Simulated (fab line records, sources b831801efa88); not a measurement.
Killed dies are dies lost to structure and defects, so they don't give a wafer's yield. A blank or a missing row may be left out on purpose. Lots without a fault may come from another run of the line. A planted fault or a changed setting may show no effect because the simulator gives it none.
fab line records | flow sky130
record lots=6 wafers=17 last_day=50
route steps=708 shown VIA2@525 METAL3@532 CAPM@537 PAD_OPEN@708
lots that met no fault: from a run of the same line without faults
start_h: hours from the record's first day to the start of the lot's first wafer shown | wait_h: hours since the lot's step before | " the same as in the row above | L1.1+2: a row that stands for several wafers | - no value, or no start given | * or withheld: withheld | < > ~ a bound
route shown NAME@n: a module of which the file shows steps, and the number in the route of the first | usual: mean/standard deviation of fault-free wafers | same: alike in all rows | chamber/n: place in a boat | sites: the reading at each site | _std_site: their standard deviation | _edge_site: outer sites' mean less inner sites' | radius_mm: how far each site lies from the wafer's centre | mask NAME#n: copy n | behind: the tool/chamber that last shaped the wafer | hold: why the lot was held/for how many hours/how that ended | device: the transistor (n, p or np) that didn't switch | end of line: the same wafers' tests at the end of the route | a step without rows: its recipe alone | killed: dies lost to structure and defects at the first sort, not the wafer's yield | map: a wafer's dies, x killed, . not, _ none there
set.NAME: the setting as run; set.NAME@STEP: as run at that earlier step | model.NAME: the simulator's own value behind a step, which no gauge read
lots at some steps of the route; a table a step, a row a wafer
services: from which hour (start_h, from the record's first day; less than 0 if before it) a tool's chamber was out of use, for how many hours, and why
## steps
# step SKY_VIA2_CLEAN_18
# recipe chemistry=IPA time_s=180 temp_c=25
# step SKY_VIA2_CLEAN_19
# recipe chemistry=O3/DIW dry=n2_spin
# step SKY_VIA2_SPUTTER_20
# recipe material=TiN target_thk_nm=20 chamber_pressure_pa=5 power_w=4000 time_s=80
# usual throttle_valve_pct=29.4/1.4
# columns lot.wafer tool chamber start_h wait_h throttle_valve_pct
L747.1 pvd_sputter-02 - 838.58 0.0 28.5
L747.2 " - " " 30.1
L747.6 " - " " 27.0
L756.1 pvd_sputter-01 - 904.63 0.0 28.6
L756.2 " - " " 28.6
L756.4 " - " " 29.0
L757.4 pvd_sputter-04 - 913.03 0.0 28.6
L757.6 " - " " 29.0
L767.1 pvd_sputter-02 - 988.02 0.0 30.3
L767.3 " - " " 26.9
L767.5 " - " " 27.0
L766.2 pvd_sputter-02 - 992.10 0.0 30.2
L766.3 " - " " 30.9
L766.6 " - " " 28.7
L770.1 pvd_sputter-04 - 1003.48 0.0 31.1
L770.4 " - " " 30.0
L770.6 " - " " 30.8
# step SKY_VIA2_CVD_21
# recipe material=W target_thk_nm=420 time_s=126.4 temp_c=400 pressure_torr=40
# usual heater_power_w=942/110
# columns lot.wafer tool chamber start_h wait_h heater_power_w
L747.1 cvd_w-01 0 838.64 0.0 1110
L747.2 " 1 " " 869
L747.6 " 1 " " 917
L756.1 cvd_w-01 1 904.69 0.0 862
L756.2 " 0 " " 1113
L756.4 " 1 " " 913
L757.4 cvd_w-01 0 913.25 0.2 1086
L757.6 " 0 " " 1107
L767.1 cvd_w-02 1 988.08 0.0 788
L767.3 " 0 " " 999
L767.5 " 1 " " 797
L766.2 cvd_w-01 0 992.17 0.0 1107
L766.3 " 1 " " 877
L766.6 " 1 " " 913
L770.1 cvd_w-02 1 1003.54 0.0 792
L770.4 " 1 " " 771
L770.6 " 1 " " 778
# step SKY_VIA2_RS_MEAS_22
# recipe thk_meas_gauge=four-point-probe reads=W_of_VIA2_CVD_21+TiN_of_VIA2_SPUTTER_20
# usual VIA2_W_RS=0.2742/0.0027
# columns lot.wafer tool chamber start_h wait_h VIA2_W_RS[ohm/sq]
L747.1 film_metro-03 - 838.78 0.1 0.2770
L747.2 " - " " 0.2767
L747.6 " - " " 0.2758
L756.1 film_metro-03 - 904.82 0.1 0.2775
L756.2 " - " " 0.2770
L756.4 " - " " 0.2716
L757.4 film_metro-03 - 913.40 0.1 0.2760
L757.6 " - " " 0.2748
L767.1 film_metro-01 - 988.21 0.1 0.2744
L767.3 " - " " 0.2736
L767.5 " - " " 0.2738
L766.2 film_metro-02 - 992.32 0.1 0.2707
L766.3 " - " " 0.2706
L766.6 " - " " 0.2721
L770.1 film_metro-03 - 1003.81 0.2 0.2771
L770.4 " - " " 0.2781
L770.6 " - " " 0.2749
# step SKY_VIA2_THK_MEAS_23
# recipe thk_meas_gauge=xrf reads=W_of_VIA2_CVD_21
# usual VIA2_W_THK=391/6.2
# columns lot.wafer tool chamber start_h wait_h VIA2_W_THK[nm]
L747.1 film_metro-03 - 838.90 0.1 393
L747.2 " - " " 396
L747.6 " - " " 395
L756.1 film_metro-03 - 904.94 0.1 389
L756.2 " - " " 390
L756.4 " - " " 400
L757.4 film_metro-03 - 913.49 0.1 399
L757.6 " - " " 398
L767.1 film_metro-01 - 988.33 0.1 382
L767.3 " - " " 383
L767.5 " - " " 383
L766.2 film_metro-02 - 992.43 0.1 397
L766.3 " - " " 397
L766.6 " - " " 390
L770.1 film_metro-03 - 1003.93 0.1 390
L770.4 " - " " 390
L770.6 " - " " 391
# step SKY_VIA2_CMP_24
# recipe stop_on=SiO2 t_overpolish_s=20 down_force_psi=3.5 platen_rpm=60 target_thk_nm=0 pad_velocity_m_s=0.94248
# step SKY_METAL3_SPUTTER_00
# recipe material=Ti target_thk_nm=15 power_w=3000 time_s=10 chamber_pressure_pa=0.4
# step SKY_METAL3_SPUTTER_01
# recipe material=TiN target_thk_nm=20 power_w=6500 time_s=16.7 chamber_pressure_pa=0.4
# step SKY_METAL3_SPUTTER_02
# recipe material=AlCu target_thk_nm=735 power_w=10600 time_s=39.1 chamber_pressure_pa=0.4
# step SKY_METAL3_SPUTTER_03
# recipe material=Ti target_thk_nm=5 power_w=3000 time_s=3.3 chamber_pressure_pa=0.4
# usual throttle_valve_pct=29.7/1.2
# columns lot.wafer tool chamber start_h wait_h throttle_valve_pct
L747.1 pvd_sputter-01 - 839.34 0.0 28.8
L747.2 " - " " 29.0
L747.6 " - " " 29.0
L756.1 pvd_sputter-04 - 905.39 0.0 28.8
L756.2 " - " " 28.8
L756.4 " - " " 30.9
L757.4 pvd_sputter-03 - 913.91 0.0 28.6
L757.6 " - " " 28.9
L767.1 pvd_sputter-03 - 988.78 0.0 28.7
L767.3 " - " " 31.5
L767.5 " - " " 30.0
L766.2 pvd_sputter-01 - 992.86 0.0 31.7
L766.3 " - " " 28.7
L766.6 " - " " 28.7
L770.1 pvd_sputter-01 - 1004.37 0.0 32.1
L770.4 " - " " 28.5
L770.6 " - " " 29.0
# step SKY_METAL3_SPUTTER_04
# recipe material=TiN target_thk_nm=70 power_w=6500 time_s=58.3 chamber_pressure_pa=0.4
# step SKY_CAPM_CVD_00
# recipe material=SiO2 target_thk_nm=15.5 temp_c=400 time_s=withheld rf_w=450
# usual heater_power_w=686/110
# columns lot.wafer tool chamber start_h wait_h heater_power_w model.SiO2_of_CAPM_CVD_00.thk_nm
L747.1 pecvd-02 0 839.41 0.0 889 15.58
L747.2 " 1 " " 792 15.24
L747.6 " 2 " " 833 15.55
L756.1 pecvd-02 1 905.45 0.0 642 15.36
L756.2 " 0 " " 938 15.64
L756.4 " 1 " " 678 22.91
L757.4 pecvd-02 2 913.98 0.0 818 22.32
L757.6 " 0 " " 900 15.78
L767.1 pecvd-01 2 988.84 0.0 583 15.08
L767.3 " 1 " " 524 15.37
L767.5 " 2 " " 590 15.31
L766.2 pecvd-03 0 992.93 0.0 643 15.38
L766.3 " 2 " " 648 15.74
L766.6 " 1 " " 613 15.49
L770.1 pecvd-01 2 1004.44 0.0 678 15.27
L770.4 " 0 " " 638 15.49
L770.6 " 2 " " 670 15.35
# step SKY_CAPM_THK_MEAS_01
# recipe reads=SiO2_of_CAPM_CVD_00
# usual CAPM_CVD_00_THK=15.57/0.24
# columns lot.wafer tool chamber start_h wait_h CAPM_CVD_00_THK[nm]
L747.1 film_metro-04 - 839.43 - 15.58
L747.2 " - " " 15.27
L747.6 " - " " 15.60
L756.1 film_metro-04 - 905.48 - 15.35
L756.2 " - " " 15.65
L756.4 " - " " 22.90
L757.4 film_metro-04 - 914.02 - 22.31
L757.6 " - " " 15.77
L767.1 film_metro-04 - 988.86 - 15.08
L767.3 " - " " 15.37
L767.5 " - " " 15.25
L766.2 film_metro-02 - 992.96 - 15.36
L766.3 " - " " 15.66
L766.6 " - " " 15.47
L770.1 film_metro-04 - 1004.46 - 15.30
L770.4 " - " " 15.50
L770.6 " - " " 15.35
# step SKY_CAPM_SPUTTER_02
# recipe material=TiN target_thk_nm=200 temp_c=300 power_w=6500 time_s=166.7 chamber_pressure_pa=0.4
# step SKY_CAPM_RS_MEAS_03
# recipe thk_meas_gauge=four-point-probe reads=TiN_of_CAPM_SPUTTER_02
# usual CAPM_TIN_RS=6.94/0.061
# columns lot.wafer tool chamber start_h wait_h CAPM_TIN_RS[ohm/sq]
L747.1 film_metro-02 - 839.60 0.1 7.01
L747.2 " - " " 7.00
L747.6 " - " " 7.01
L756.1 film_metro-02 - 905.64 0.1 7.01
L756.2 " - " " 6.96
L756.4 " - " " 6.95
L757.4 film_metro-02 - 914.22 0.1 6.97
L757.6 " - " " 6.88
L767.1 film_metro-01 - 989.03 0.1 6.98
L767.3 " - " " 6.84
L767.5 " - " " 6.87
L766.2 film_metro-01 - 993.14 0.1 6.92
L766.3 " - " " 6.99
L766.6 " - " " 7.02
L770.1 film_metro-02 - 1004.63 0.1 6.86
L770.4 " - " " 6.89
L770.6 " - " " 6.86
# step SKY_CAPM_THK_MEAS_04
# recipe thk_meas_gauge=xrf reads=TiN_of_CAPM_SPUTTER_02
# usual CAPM_TIN_THK=201.2/1.8
# columns lot.wafer tool chamber start_h wait_h CAPM_TIN_THK[nm]
L747.1 film_metro-02 - 839.72 0.1 198.6
L747.2 " - " " 199.6
L747.6 " - " " 198.7
L756.1 film_metro-02 - 905.76 0.1 198.5
L756.2 " - " " 201.0
L756.4 " - " " 201.0
L757.4 film_metro-02 - 914.31 0.1 199.9
L757.6 " - " " 202.2
L767.1 film_metro-01 - 989.15 0.1 200.2
L767.3 " - " " 204.5
L767.5 " - " " 202.8
L766.2 film_metro-01 - 993.25 0.1 201.8
L766.3 " - " " 199.9
L766.6 " - " " 199.7
L770.1 film_metro-02 - 1004.75 0.1 203.2
L770.4 " - " " 203.9
L770.6 " - " " 203.9
# step SKY_CAPM_DEHYDRATE_05
# recipe temp_c=200 time_s=60
# step SKY_CAPM_HMDS_06
# recipe prime_time_s=60 prime_temp_c=120
# step SKY_CAPM_COAT_07
# recipe resist=NOVOLAK spin_rpm=3000 resist_thk_nm=1140
# step SKY_CAPM_SOFTBAKE_08
# recipe temp_c=90 time_s=60 resist=NOVOLAK
# step SKY_CAPM_EXPOSE_09
# recipe mask_id=CAPM na=0.6 source_shape=conventional sigma_outer=0.6 polarization=unpolarized target_cd_nm=1000 dose_mj=159
# step SKY_CAPM_PEB_10
# recipe temp_c=withheld time_s=* resist=NOVOLAK
# step SKY_CAPM_DEVELOP_11
# recipe resist=NOVOLAK developer=TMAH develop_time_s=60 dev_temp_c=23
# step SKY_CAPM_OVL_MEAS_12
# usual CAPM_OVL=-0.3/1.4
# columns lot.wafer tool chamber start_h wait_h CAPM_OVL[nm]
L747.1 overlay-01 - 865.82 0.1 -0.2
L747.2 " - " " -1.6
L747.6 " - " " -0.3
L756.1 overlay-02 - 932.02 0.1 0.4
L756.2 " - " " 1.4
L756.4 " - " " 1.9
L757.4 overlay-01 - 940.19 0.1 -0.3
L757.6 " - " " -1.0
L767.1 overlay-02 - 1011.82 0.1 0.7
L767.3 " - " " -1.0
L767.5 " - " " -1.8
L766.2 overlay-02 - 1015.28 0.1 -1.0
L766.3 " - " " 0.9
L766.6 " - " " -0.7
L770.1 overlay-02 - 1026.87 0.1 -2.2
L770.4 " - " " -2.7
L770.6 " - " " -2.2
# step SKY_CAPM_METAL_ETCH_13
# recipe target_depth_nm=220 stop_on=SiO2 chemistry=Cl2/BCl3 target=TiN pressure_mtorr=10 icp_w=900 bias_w=48.5 Cl2_flow_sccm=60 bcl3_flow_sccm=30 time_s=62.9
# usual bcl3_flow_sccm=29.99/0.088 drypump_motor_current_A=5.7/0.42 oes_product_au=0.939/0.0064 throttle_valve_pct=21.903/0.0093
# columns lot.wafer tool chamber start_h wait_h bcl3_flow_sccm drypump_motor_current_A oes_product_au rf_hours_counter_h throttle_valve_pct
L747.1 rie_metal-03 1 865.85 0.0 29.89 5.4 0.935 13 21.909
L747.2 " 0 " " 30.03 6.4 0.936 13 21.899
L747.6 " 0 " " 29.86 6.4 0.933 - 21.902
L756.1 rie_metal-03 1 932.06 0.0 30.00 5.3 0.938 17 21.913
L756.2 " 0 " " 29.98 6.4 0.947 0 21.915
L756.4 " 0 " " 29.94 6.4 0.940 - 21.893
L757.4 rie_metal-04 0 940.28 0.1 29.95 5.5 0.941 - 21.901
L757.6 " 0 " " 29.97 5.5 0.936 - 21.891
L767.1 rie_metal-03 1 1011.86 0.0 29.94 5.4 0.935 21 21.897
L767.3 " 1 " " 30.02 5.4 0.951 - 21.903
L767.5 " 1 " " 30.07 5.4 0.950 - 21.897
L766.2 rie_metal-02 1 1015.31 0.0 29.84 6.2 0.936 18 21.890
L766.3 " 1 " " 29.89 6.2 0.942 - 21.907
L766.6 " 0 " " 30.04 5.7 0.925 - 21.906
L770.1 rie_metal-04 0 1026.91 0.0 29.98 5.5 0.948 25 21.904
L770.4 " 0 " " 29.98 5.5 0.945 - 21.909
L770.6 " 0 " " 29.94 5.5 0.944 - 21.912
# step SKY_CAPM_STRIP_14
# recipe chemistry=O2/N2 power_w=1400 pressure_mtorr=1500 platen_temp_c=withheld o2_flow_sccm=3000 n2_flow_sccm=300 overash_fraction=0.5
# step SKY_CAPM_STRIP_15
# recipe chemistry=post_etch_residue_remover time_s=1200 temp_c=72.5
# step SKY_CAPM_CLEAN_16
# recipe chemistry=IPA time_s=180 temp_c=25
# step SKY_CAPM_CLEAN_17
# recipe chemistry=O3/DIW dry=n2_spin
# step SKY_METAL3_DEHYDRATE_05
# recipe temp_c=200 time_s=60
# step SKY_METAL3_HMDS_06
# recipe prime_time_s=60 prime_temp_c=120
# step SKY_METAL3_COAT_07
# recipe resist=BARC temp_c=withheld time_s=withheld spin_rpm=3000 resist_thk_nm=60
# step SKY_METAL3_COAT_08
# recipe resist=KrF-thick spin_rpm=3000 resist_thk_nm=1140
# step SKY_METAL3_SOFTBAKE_09
# recipe temp_c=100 time_s=90 resist=KrF-thick
# step SKY_METAL3_EXPOSE_10
# recipe mask_id=MM3 na=0.68 source_shape=annular sigma_inner=0.4 sigma_outer=0.8 target_cd_nm=300 dose_mj=28
# step SKY_METAL3_PEB_11
# recipe peb_temp_c=withheld peb_time_s=withheld resist=KrF-thick
# step SKY_METAL3_DEVELOP_12
# recipe develop_time_s=60 resist=KrF-thick dev_temp_c=21
# step SKY_METAL3_CD_MEAS_13
# recipe target_cd_nm=300
# usual cd_nm=299.6/1.6
# columns lot.wafer tool chamber start_h wait_h cd_nm
L747.1 cd_sem-02 - 892.55 - 298.8
L747.2 " - " " 299.3
L747.6 " - " " 299.9
L756.1 cd_sem-01 - 959.32 - 300.6
L756.2 " - " " 299.3
L756.4 " - " " 300.2
L757.4 cd_sem-01 - 967.18 - 301.0
L757.6 " - " " 301.3
L767.1 cd_sem-02 - 1034.70 - 299.2
L767.3 " - " " 297.2
L767.5 " - " " 298.6
L766.2 cd_sem-02 - 1038.34 - 299.4
L766.3 " - " " 299.8
L766.6 " - " " 299.5
L770.1 cd_sem-01 - 1049.90 - 299.4
L770.4 " - " " 299.5
L770.6 " - " " 300.0
# step SKY_METAL3_OVL_MEAS_14
# usual METAL3_OVL=1/5.2
# columns lot.wafer tool chamber start_h wait_h METAL3_OVL[nm]
L747.1 overlay-01 - 892.67 0.1 -4
L747.2 " - " " -1
L747.6 " - " " 3
L756.1 overlay-01 - 959.44 0.1 3
L756.2 " - " " 2
L756.4 " - " " -7
L757.4 overlay-02 - 967.26 0.1 6
L757.6 " - " " -2
L767.1 overlay-02 - 1034.82 0.1 1
L767.3 " - " " -4
L767.5 " - " " -1
L766.2 overlay-02 - 1038.45 0.1 6
L766.3 " - " " 10
L766.6 " - " " 4
L770.1 overlay-01 - 1050.02 0.1 -2
L770.4 " - " " -3
L770.6 " - " " 1
# step SKY_METAL3_DESCUM_15
# recipe chemistry=O2 source_power_w=150 bias_power_w=0 pressure_mtorr=10 temp_c=40 time_s=8
# step SKY_METAL3_ETCH_16
# recipe chemistry=N2/H2 target=BARC ion_energy_ev=200 bias_w=100 pressure_mtorr=30 n2_flow_sccm=100 h2_flow_sccm=200 icp_w=500 stop_on=SiO2 time_s=88.2 target_depth_a=600
# usual drypump_motor_current_A=5.9/0.46 n2_flow_sccm=100.04/0.27 oes_product_au=0.625/0.0048 throttle_valve_pct=13.205/0.0091
# columns lot.wafer tool chamber start_h wait_h drypump_motor_current_A n2_flow_sccm oes_product_au rf_hours_counter_h throttle_valve_pct
L747.1 rie_metal-01 0 892.77 0.1 5.8 100.14 0.617 11 13.199
L747.2 " 0 " " 5.8 100.01 0.628 - 13.209
L747.6 " 0 " " 5.8 100.16 0.624 - 13.199
L756.1 rie_metal-01 0 959.50 0.0 5.8 100.65 0.630 14 13.203
L756.2 " 1 " " 6.4 100.54 0.626 3 13.199
L756.4 " 1 " " 6.4 100.28 0.621 - 13.203
L757.4 rie_metal-03 0 967.34 0.0 6.4 100.11 0.619 - 13.197
L757.6 " 0 " " 6.4 100.21 0.622 - 13.216
L767.1 rie_metal-03 0 1034.89 0.0 6.4 99.85 0.627 6 13.198
L767.3 " 1 " " 5.4 100.20 0.622 - 13.214
L767.5 " 1 " " 5.4 100.13 0.628 - 13.206
L766.2 rie_metal-01 1 1038.51 0.0 6.5 99.90 0.628 8 13.200
L766.3 " 0 " " 5.8 100.01 0.631 - 13.192
L766.6 " 0 " " 5.8 99.92 0.625 - 13.202
L770.1 rie_metal-01 0 1050.09 0.0 5.8 100.00 0.625 19 13.222
L770.4 " 1 " " 6.4 100.06 0.619 - 13.186
L770.6 " 0 " " 5.8 100.23 0.620 - 13.209
# step SKY_METAL3_ETCH_17
# recipe target=SiO2 stop_on=TiN chemistry=C4F8/O2/Ar source_w=1500 bias_w=1200 pressure_mtorr=40 c4f8_flow_sccm=withheld O2_flow_sccm=6 Ar_flow_sccm=300 time_s=3.9 target_depth_a=150
# usual oes_product_au=0.756/0.0075
# columns lot.wafer tool chamber start_h wait_h oes_product_au rf_hours_counter_h model.etch.depth_nm
L747.1 rie_diel-02 2 892.97 0.2 0.752 5 15.58
L747.2 " 1 " " 0.749 4 15.24
L747.6 " 3 " " 0.756 - 15.55
L756.1 rie_diel-02 1 959.60 0.1 0.748 6 15.36
L756.2 " 2 " " 0.757 7 15.64
L756.4 " 3 " " 0.926 15 22.91
L757.4 rie_diel-03 1 967.41 0.0 0.920 24 22.32
L757.6 " 3 " " 0.758 - 15.78
L767.1 rie_diel-03 1 1034.99 0.1 0.748 27 15.08
L767.3 " 0 " " 0.750 29 15.37
L767.5 " 3 " " 0.742 - 15.31
L766.2 rie_diel-03 1 1038.61 0.1 0.744 27 15.38
L766.3 " 2 " " 0.766 15 15.74
L766.6 " 3 " " 0.753 - 15.49
L770.1 rie_diel-03 2 1050.19 0.1 0.741 15 15.27
L770.4 " 1 " " 0.754 28 15.49
L770.6 " 1 " " 0.744 - 15.35
# step SKY_PAD_OPEN_PROBE_99
# usual defect_limited_yield=82.5/1.9 killed_at_M0_to_M3=42/7.4 killed_at_M4_up=3.4/1.8 killed_at_contacts=25/5.4 killed_at_front_end=15/4.4 killed_at_other=0.2/0.52 killed_dies=86/9.3 killed_open=47/7.6 killed_short=39/6.5
# same gross_dies=492 killed_at_back_side=0
# columns lot.wafer tool chamber start_h wait_h defect_limited_yield[%] killed_at_M0_to_M3 killed_at_M4_up killed_at_contacts killed_at_front_end killed_at_other killed_dies killed_open killed_short model.etest.tester.sort_n_pass model.etest.tester.sort_yield_pct model.etest.tester.sort_bin_5_pct model.etest.cap_mim.bv_v model.etest.cap_mim.leak_log10_a_cm2 model.etest.cap_mim.c_ff_um2 model.etest.tester.sort_bin_8_pct
L747.1 prober-02 - 1071.98 0.1 82.5 40 4 25 14 3 86 50 36 406 82.52 11.38 14.08 -9.06 2.322 0
L747.2 prober-02 - 1072.03 0.1 83.7 44 5 23 8 0 80 46 34 412 83.74 10.98 13.29 -8.957 2.364 0
L747.6 prober-02 - 1072.23 0.2 82.3 47 5 20 15 0 87 53 34 405 82.32 10.98 13.82 -9.014 2.321 0
L756.1 prober-01 - 1123.77 0.1 83.7 34 9 20 17 0 80 33 47 412 83.74 10.16 14.21 -8.96 2.371 0
L756.2 prober-01 - 1123.82 0.1 84.1 46 2 21 9 0 78 44 34 414 84.15 10.77 13.98 -8.965 2.332 0
L756.4 prober-01 - 1123.92 0.2 83.9 41 2 24 12 0 79 37 42 0 0 93.09 20.39 -10.21 1.589 1.821e-08
L757.4 prober-02 - 1128.80 0.2 79.3 50 3 30 19 0 102 54 48 6 1.22 90.45 19.86 -10.15 1.633 9.52e-10
L757.6 prober-02 - 1128.90 0.2 82.9 33 4 24 23 0 84 47 37 408 82.93 9.35 14.14 -9.233 2.297 0
L767.1 prober-02 - 1180.24 0.1 84.6 34 3 22 17 0 76 52 24 416 84.55 7.317 13.74 -8.884 2.402 0
L767.3 prober-02 - 1180.34 0.2 82.3 51 3 20 13 0 87 36 51 405 82.32 8.74 13.65 -8.962 2.378 0
L767.5 prober-02 - 1180.44 0.2 82.7 49 3 24 9 0 85 52 33 407 82.72 11.18 14.28 -9.027 2.358 0
L766.2 prober-01 - 1182.65 0.1 82.9 30 1 39 14 0 84 43 41 408 82.93 10.57 13.86 -8.819 2.363 0
L766.3 prober-01 - 1182.70 0.2 80.3 42 5 35 15 0 97 59 38 395 80.28 12.6 14.31 -8.792 2.295 0
L766.6 prober-01 - 1182.85 0.2 80.1 59 3 15 21 0 98 58 40 394 80.08 12.2 13.54 -8.938 2.33 0
L770.1 prober-02 - 1191.55 0.1 77.8 59 4 30 16 0 109 56 53 383 77.85 11.99 13.97 -8.933 2.394 0
L770.4 prober-02 - 1191.70 0.2 84.6 46 2 14 14 0 76 42 34 416 84.55 9.35 13.79 -8.893 2.353 0
L770.6 prober-02 - 1191.80 0.2 83.5 42 2 24 13 0 81 53 28 411 83.54 10.77 13.62 -9.098 2.383 0
# killed by level:class
L747.1 VIA1:geometric_particle:open=10 METAL2:geometric_particle:short=10 LI_CONTACT:geometric_particle:open=9 CONTACT:geometric_particle:open=9 FIELD_ISO:geometric_particle:open=6 METAL1:geometric_particle:short=6 VIA3:geometric_particle:open=5 CONTACT:geometric_particle:short=4
L747.2 METAL1:geometric_particle:short=10 VIA3:geometric_particle:open=8 VIA1:geometric_particle:open=7 LI_CONTACT:geometric_particle:open=6 CONTACT:geometric_particle:open=6 LOCAL_INTERCONNECT:geometric_particle:short=5 VIA2:geometric_particle:open=5 POLY_GATE:geometric_particle:open=4
L747.6 CONTACT:geometric_particle:open=10 VIA1:geometric_particle:open=10 METAL2:geometric_particle:short=7 VIA2:geometric_particle:open=7 VIA3:geometric_particle:open=7 FIELD_ISO:geometric_particle:short=4 LI_CONTACT:geometric_particle:open=4 CONTACT:geometric_particle:short=4
L756.1 CONTACT:geometric_particle:open=7 METAL4:geometric_particle:short=7 POLY_GATE:geometric_particle:short=5 CONTACT:geometric_particle:short=5 METAL1:geometric_particle:short=5 VIA1:geometric_particle:open=5 FIELD_ISO:geometric_particle:short=4 VIA1:geometric_particle:short=4
L756.2 VIA1:geometric_particle:short=11 CONTACT:geometric_particle:open=9 VIA2:geometric_particle:open=9 VIA1:geometric_particle:open=8 METAL1:geometric_particle:short=5 VIA3:geometric_particle:open=4 LI_CONTACT:geometric_particle:open=3 CONTACT:geometric_particle:short=3
L756.4 METAL2:geometric_particle:short=11 VIA1:geometric_particle:open=10 CONTACT:geometric_particle:open=7 CONTACT:geometric_particle:short=6 LI_CONTACT:geometric_particle:open=5 VIA2:geometric_particle:open=5 FIELD_ISO:geometric_particle:short=4 LOCAL_INTERCONNECT:geometric_particle:short=4
L757.4 CONTACT:geometric_particle:open=11 LI_CONTACT:geometric_particle:open=10 FIELD_ISO:geometric_particle:open=8 FIELD_ISO:geometric_particle:short=7 METAL1:geometric_particle:short=7 VIA2:geometric_particle:open=7 VIA3:geometric_particle:open=7 CONTACT:geometric_particle:short=6
L757.6 VIA1:geometric_particle:open=10 FIELD_ISO:geometric_particle:open=6 CONTACT:geometric_particle:short=6 CONTACT:geometric_particle:open=6 FIELD_ISO:geometric_particle:short=4 POLY_GATE:geometric_particle:short=4 POLY_GATE:geometric_particle:open=4 LI_CONTACT:geometric_particle:open=4
L767.1 CONTACT:geometric_particle:open=11 VIA1:geometric_particle:open=9 FIELD_ISO:geometric_particle:open=7 VIA3:geometric_particle:open=6 LI_CONTACT:geometric_particle:open=5 VIA1:geometric_particle:short=5 POLY_GATE:geometric_particle:open=3 CONTACT:geometric_particle:short=3
L767.3 VIA1:geometric_particle:open=12 METAL2:geometric_particle:short=7 FIELD_ISO:geometric_particle:short=6 CONTACT:geometric_particle:open=6 VIA1:geometric_particle:short=6 METAL1:geometric_particle:short=6 VIA3:geometric_particle:open=6 VIA2:geometric_particle:open=5
L767.5 CONTACT:geometric_particle:open=11 VIA3:geometric_particle:open=11 VIA2:geometric_particle:open=8 VIA1:geometric_particle:open=7 METAL1:geometric_particle:short=6 CONTACT:geometric_particle:short=5 FIELD_ISO:geometric_particle:open=4 METAL2:geometric_particle:short=4
L766.2 LI_CONTACT:geometric_particle:open=12 CONTACT:geometric_particle:open=9 VIA1:geometric_particle:open=9 CONTACT:geometric_particle:short=7 LOCAL_INTERCONNECT:geometric_particle:short=6 METAL1:geometric_particle:short=6 FIELD_ISO:geometric_particle:short=4 LI_CONTACT:geometric_particle:short=4
L766.3 LI_CONTACT:geometric_particle:open=14 VIA1:geometric_particle:open=11 VIA2:geometric_particle:open=8 METAL1:geometric_particle:short=7 CONTACT:geometric_particle:open=7 FIELD_ISO:geometric_particle:open=5 POLY_GATE:geometric_particle:open=5 CONTACT:geometric_particle:short=5
L766.6 VIA2:geometric_particle:open=13 METAL2:geometric_particle:short=10 FIELD_ISO:geometric_particle:open=8 VIA1:geometric_particle:open=8 VIA3:geometric_particle:open=7 CONTACT:geometric_particle:open=6 VIA2:geometric_particle:short=5 POLY_GATE:geometric_particle:open=4
L770.1 CONTACT:geometric_particle:open=13 VIA1:geometric_particle:open=12 VIA2:geometric_particle:open=11 VIA1:geometric_particle:short=7 METAL2:geometric_particle:short=7 CONTACT:geometric_particle:short=6 METAL3:geometric_particle:short=6 VIA3:geometric_particle:open=6
L770.4 VIA1:geometric_particle:open=12 VIA3:geometric_particle:open=12 LI_CONTACT:geometric_particle:open=5 VIA1:geometric_particle:short=5 POLY_GATE:geometric_particle:open=4 POLY_GATE:geometric_particle:short=4 METAL1:geometric_particle:short=4 VIA2:geometric_particle:open=4
L770.6 VIA1:geometric_particle:open=13 LI_CONTACT:geometric_particle:open=9 METAL1:geometric_particle:short=7 VIA2:geometric_particle:open=7 VIA3:geometric_particle:open=6 CONTACT:geometric_particle:open=5 POLY_GATE:geometric_particle:open=4 LOCAL_INTERCONNECT:geometric_particle:open=4
## services
# columns tool chamber start_h hours kind
rie_diel-03 0 839.57 15.2 repair
rie_metal-01 - 859.83 2.8 pm
cvd_w-02 - 863.30 6.9 pm
cvd_w-01 0 866.13 1.4 repair
pecvd-02 2 867.62 3.4 repair
cvd_w-01 0 870.71 8.8 repair
cvd_w-02 - 871.19 2.2 repair
cvd_w-02 - 874.64 0.3 repair
rie_diel-03 0 875.14 11.4 repair
pvd_sputter-04 - 889.50 1.2 repair
rie_diel-02 1 893.04 2.9 repair
pecvd-02 - 898.73 0.8 repair
cvd_w-02 - 904.00 14.0 pm
pvd_sputter-04 - 906.30 1.9 repair
rie_metal-01 - 906.76 0.6 repair
pecvd-02 2 922.94 14.0 repair
pecvd-02 - 933.26 7.8 repair
pvd_sputter-02 - 954.50 1.2 repair
cvd_w-01 - 959.11 0.5 repair
pecvd-02 - 978.48 2.8 repair
rie_metal-01 - 995.90 0.2 repair
pvd_sputter-01 - 1005.80 7.8 repair
pvd_sputter-02 - 1015.74 3.4 repair
pvd_sputter-01 - 1026.63 2.4 repair
## key
first_sign step=SKY_CAPM_THK_MEAS_01 reading=CAPM_CVD_00_THK direction=up sigmas=29 usual=15.57 struck=22.60
effect step=SKY_METAL3_ETCH_17 reading=oes_product_au direction=up sigmas=22 usual=0.756 struck=0.923
model_effect step=SKY_CAPM_CVD_00 value=SiO2_of_CAPM_CVD_00.thk_nm without=15.41 struck=22.61
model_effect step=SKY_METAL3_ETCH_17 value=etch.depth_nm without=15.41 struck=22.61
model_effect step=SKY_PAD_OPEN_PROBE_99 value=etest.tester.sort_n_pass without=401.5 struck=3
met_at SKY_CAPM_CVD_00
struck_wafers L756.4,L757.4
onset_between 839.41 905.45
fault kind=process_parameter_drift tool=pecvd-02 chamber=- onset_h=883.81 steps=SKY_CAPM_CVD_00 channel=target_thk_nm offset=7.1511 shape=step end_h=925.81 scope=struck_wafers_only acts_in=these_recipes_only stated=15.5
